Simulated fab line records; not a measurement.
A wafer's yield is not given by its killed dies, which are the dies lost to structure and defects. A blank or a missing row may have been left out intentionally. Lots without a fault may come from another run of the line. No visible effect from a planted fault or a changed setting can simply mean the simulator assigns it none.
Split-lot study	flow sky130	route with 708 steps; 5 lots, 23 wafers read

== THE SPLIT ITSELF ==
At SKY_SONOS_TUNNEL_DEVELOP_06 (develop time 60 s), the setting dev temp c was moved away from the recipe's 23 C on 9 of the 23 wafers read, by +14.7% to +16.1%. For the rest of the wafers, this setting stayed at what the recipe calls for.

No step appears in the file between the split and the reading.

== THE READING ==
At SKY_SONOS_TUNNEL_CD_MEAS_07: cd nm in nanometres, against a target cd of 410 nm. A value of 410.2 nm with a standard deviation of 2 nm is what fault-free wafers of this fab line usually give.

wafer	tool, chamber at the split	dev temp c as run, C	against the recipe	cd nm, nm	against lot-mates on the recipe
L074.1	litho track-01, 0	23	recipe	409.4	-
L074.2	litho track-01, 0	26.71	+16.1%	396.8	-12.6
L074.3	litho track-01, 0	26.71	+16.1%	398.7	-10.8
L074.4	litho track-01, 0	26.71	+16.1%	397.1	-12.3
L074.6	litho track-01, 0	23	recipe	409.5	-
L076.2	litho track-02, 0	26.61	+15.7%	396.6	-11.9
L076.3	litho track-02, 0	26.61	+15.7%	395.5	-13.1
L076.4	litho track-02, 0	23	recipe	408.3	-
L076.5	litho track-02, 0	26.61	+15.7%	396.8	-11.8
L076.6	litho track-02, 0	23	recipe	408.8	-
L078.1	litho track-04, 0	23	recipe	410.5	-
L078.2	litho track-04, 0	26.39	+14.7%	400.3	-11.1
L078.3	litho track-04, 0	26.39	+14.7%	401.2	-10.2
L078.4	litho track-04, 0	23	recipe	412.2	-
L078.6	litho track-04, 0	26.39	+14.7%	401.8	-9.6
L080.2	litho track-01, 0	23	recipe	409.4	-
L080.4	litho track-01, 0	23	recipe	407.7	-
L080.6	litho track-01, 0	23	recipe	405.2	-
L084.1	litho track-01, 0	23	recipe	408.8	-
L084.2	litho track-01, 0	23	recipe	409.0	-
L084.3	litho track-01, 0	23	recipe	407.0	-
L084.4	litho track-01, 0	23	recipe	410.3	-
L084.6	litho track-01, 0	23	recipe	408.7	-

THE FIT
A straight line over all 23 wafers: cd nm changes by -0.688 nm for each +1% of dev temp c; r = -0.95; the points scatter about the line by 1.8 nm.
The same after taking each lot's own level away (the mean of its wafers on the recipe; 23 wafers): -0.74 nm for each +1%; r = -0.98; scatter 1 nm.
On that fit, the largest move of dev temp c shifts the reading by 12 nm.
The span of the lots' own levels, 407.43 to 411.35 nm, comes to 2.0 times the standard deviation stated above.
The two slopes are in agreement: the lot-to-lot level therefore moves the slope only a little.
Check: for one of the wafers moved furthest among these (+16.1%), held out of the fit, the line's prediction against its lot-mates is -11.8 nm. Against them it came out at -12.6 nm.

== THE OTHER SPLITS THESE WAFERS WENT THROUGH ==
Before the reading, these wafers also passed through other splits. Each is held against what the fit with the lots' levels taken away leaves over:
other split on the same wafers	wafers away from the commonest value	r with cd nm (lot level and that fit taken away)
SKY_NWELL_IMPLANT_24 dose cm2	8	+0.02
SKY_VT_ADJUST_LVTN_COAT_02 resist thk nm	9	+0.01
SKY_VT_ADJUST_HVTR_COAT_02 spin rpm	10	+0.02
SKY_VT_ADJUST_HVTR_IMPLANT_09 energy kev	4	+0.15

== THE FILE'S OWN FIT ==
cd nm changes by -0.741 nm for each +1% of dev temp c, r = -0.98.
